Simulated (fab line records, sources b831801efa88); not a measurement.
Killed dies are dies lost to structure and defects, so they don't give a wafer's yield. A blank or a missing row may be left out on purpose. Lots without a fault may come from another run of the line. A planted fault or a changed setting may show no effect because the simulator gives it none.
One fault seen from 2 desks | flow gf180mcu | each desk has only its own numbers; what lay behind them comes last

THE METROLOGY DESK
What the gauges read, lot by lot, whatever tool the lot ran on: means of the sampled wafers that have a number. A lot is out of limits, marked OUT, if its mean lies more than 4 standard deviations from the usual mean; the brackets give that distance.
Columns: A = cd_nm at GF_V4_CD_MEAS_14, usual 260.3 nm; B = V5_CVD_00_THK at GF_V5_THK_MEAS_01, usual 301 nm
lot  | first seen here | A     | B
L918 | day 24 08:46    | 260.3 | 300
L919 | day 24 13:04    | 260.6 | 306
L920 | day 25 01:58    | 260.2 | 302
L922 | day 25 16:35    | 261.7 | 297
L923 | day 26 03:40    | 260.8 | 256 (-11) OUT
L926 | day 27 06:04    | 260.3 | 257 (-11) OUT
L927 | day 27 16:29    | 260.0 | 255 (-11) OUT
L932 | day 29 04:17    | 262.0 | 303
L934 | day 29 21:57    | 259.7 | 299
L938 | day 30 16:38    | 261.4 | 301
L940 | day 31 03:22    | 259.7 | 304
L941 | day 31 07:45    | 259.7 | 303
This desk's finding: out of limits on L923, L926, L927; first on L923, day 27 23:55 (V5_CVD_00_THK at GF_V5_THK_MEAS_01). In limits: L918, L919, L920, L922, L932, L934, L938, L940, L941.

THE TOOL OWNER'S DESK: hdpcvd-02
The tool's own readings at GF_V5_CVD_00 (deposits SiO2, target thk 300 nm, time 50 s): means of the sampled wafers that have a number, for each lot that ran on this tool. A lot is out of limits, marked OUT, if its mean lies more than 4 standard deviations from the usual mean; the brackets give that distance.
Columns: A = sih4_flow_sccm at GF_V5_CVD_00, usual 60.00 sccm
lot  | first seen here | A
L918 | day 26 07:04    | 59.90
L922 | day 27 13:11    | 59.93
L923 | day 27 23:52    | 50.99 (-47) OUT
L926 | day 29 00:22    | 50.96 (-48) OUT
L927 | day 29 09:39    | 51.07 (-47) OUT
L940 | day 32 15:17    | 59.78
L941 | day 32 20:33    | 60.03
This desk's finding: out of limits on L923, L926, L927; first on L923, day 27 23:52 (sih4_flow_sccm at GF_V5_CVD_00). In limits: L918, L922, L940, L941.

PUT TOGETHER
The tool owner's desk could have raised an alarm at day 27 23:52, on L923, L926, L927.
The metrology desk could have raised an alarm at day 27 23:55, on L923, L926, L927.
Of the lots named, all ran GF_V5_CVD_00 on hdpcvd-02.

WHAT THE SIMULATOR HAD PUT IN
Process parameter drift: hdpcvd-02, from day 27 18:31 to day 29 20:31, at GF_V5_CVD_00. Setting sih4_flow_sccm, moved by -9, from 60. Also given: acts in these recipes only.
Lots struck among those shown: L923, L926, L927.
Hours from the fault's start to each desk's first reading out of limits: the tool owner's desk, 5; the metrology desk, 5.
